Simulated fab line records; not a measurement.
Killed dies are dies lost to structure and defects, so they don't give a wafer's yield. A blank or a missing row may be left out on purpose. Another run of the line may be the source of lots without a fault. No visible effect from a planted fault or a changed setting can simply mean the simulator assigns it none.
Matching of chambers || flow gf180mcu || 3 sister chambers for GF_V1_CVD_02 on pecvd-03
The step deposits SiO2 from TEOS, target thk 850 nm, time 94.851 s. 14 wafers are shown with their chamber, then 7 later ones without.

== EACH WAFER AND ITS CHAMBER ==
{"wafer": "L885.1", "chamber": 0, "heaterPowerW (W)": 901, "susceptorTempC (C)": 399.94}
{"wafer": "L885.2", "chamber": 2, "heaterPowerW (W)": 627, "susceptorTempC (C)": 399.96}
{"wafer": "L885.3", "chamber": 1, "heaterPowerW (W)": 722, "susceptorTempC (C)": 399.88}
{"wafer": "L886.1", "chamber": 0, "heaterPowerW (W)": 895, "susceptorTempC (C)": 399.87}
{"wafer": "L886.3", "chamber": 2, "heaterPowerW (W)": 614, "susceptorTempC (C)": 399.69}
{"wafer": "L886.4", "chamber": 1, "heaterPowerW (W)": 756, "susceptorTempC (C)": 399.89}
{"wafer": "L888.1", "chamber": 0, "heaterPowerW (W)": 769, "susceptorTempC (C)": 399.98}
{"wafer": "L888.2", "chamber": 1, "heaterPowerW (W)": 746, "susceptorTempC (C)": 399.67}
{"wafer": "L888.3", "chamber": 2, "heaterPowerW (W)": 607, "susceptorTempC (C)": 399.73}
{"wafer": "L890.4", "chamber": 0, "heaterPowerW (W)": 715, "susceptorTempC (C)": 399.76}
{"wafer": "L890.5", "chamber": 1, "heaterPowerW (W)": 626, "susceptorTempC (C)": 399.94}
{"wafer": "L890.6", "chamber": 2, "heaterPowerW (W)": 676, "susceptorTempC (C)": 399.98}
{"wafer": "L897.3", "chamber": 2, "heaterPowerW (W)": 599, "susceptorTempC (C)": 399.82}
{"wafer": "L897.5", "chamber": 1, "heaterPowerW (W)": 787, "susceptorTempC (C)": 400.24}

SIGNATURES (means of the wafers above)
{"reading": "heaterPowerW", "chamber 0": 820.00, "chamber 1": 727.40, "chamber 2": 624.60, "scatter within a chamber": 63.6}
{"reading": "susceptorTempC", "chamber 0": 399.8875, "chamber 1": 399.9240, "chamber 2": 399.8360, "scatter within a chamber": 0.155}
Rule: for each reading, subtract the chamber's mean from the wafer's reading, divide by that reading's scatter and square the result; add these up over the readings and take the root, which gives the wafer's distance from the chamber. If the next closest chamber is less than 2 further off than the closest, the wafer can't be placed; otherwise it belongs to the closest. How the scatter is found: for the shown wafers, subtract from each reading the mean of its chamber, square and add these, divide the total by (wafers less chambers), then take the root.

== WAFERS MISSING THEIR CHAMBER ==
{"wafer": "L897.6", "heaterPowerW (W)": 639, "susceptorTempC (C)": 400.04}
{"wafer": "L906.1", "heaterPowerW (W)": 643, "susceptorTempC (C)": 399.68}
{"wafer": "L906.3", "heaterPowerW (W)": 762, "susceptorTempC (C)": 400.06}
{"wafer": "L906.6", "heaterPowerW (W)": 820, "susceptorTempC (C)": 399.96}
{"wafer": "L907.1", "heaterPowerW (W)": 789, "susceptorTempC (C)": 400.32}
{"wafer": "L907.4", "heaterPowerW (W)": 602, "susceptorTempC (C)": 399.78}
{"wafer": "L907.6", "heaterPowerW (W)": 821, "susceptorTempC (C)": 399.98}

== THE CHAMBER EACH PASSED THROUGH ==
{"wafer": "L897.6", "from the rows above": "can't be placed: 2 or 1 or 0", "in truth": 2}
{"wafer": "L906.1", "from the rows above": "can't be placed: 2 or 1", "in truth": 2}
{"wafer": "L906.3", "from the rows above": "can't be placed: 1 or 0 or 2", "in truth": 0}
{"wafer": "L906.6", "from the rows above": "can't be placed: 0 or 1", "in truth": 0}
{"wafer": "L907.1", "from the rows above": "can't be placed: 1 or 0 or 2", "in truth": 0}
{"wafer": "L907.4", "from the rows above": "can't be placed: 2 or 1", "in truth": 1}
{"wafer": "L907.6", "from the rows above": "can't be placed: 0 or 1", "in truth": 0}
Correctly placed: 0 of 7. From these rows, 7 cannot be placed; in 7 the true chamber is one of the candidates. 0 placed wrongly.
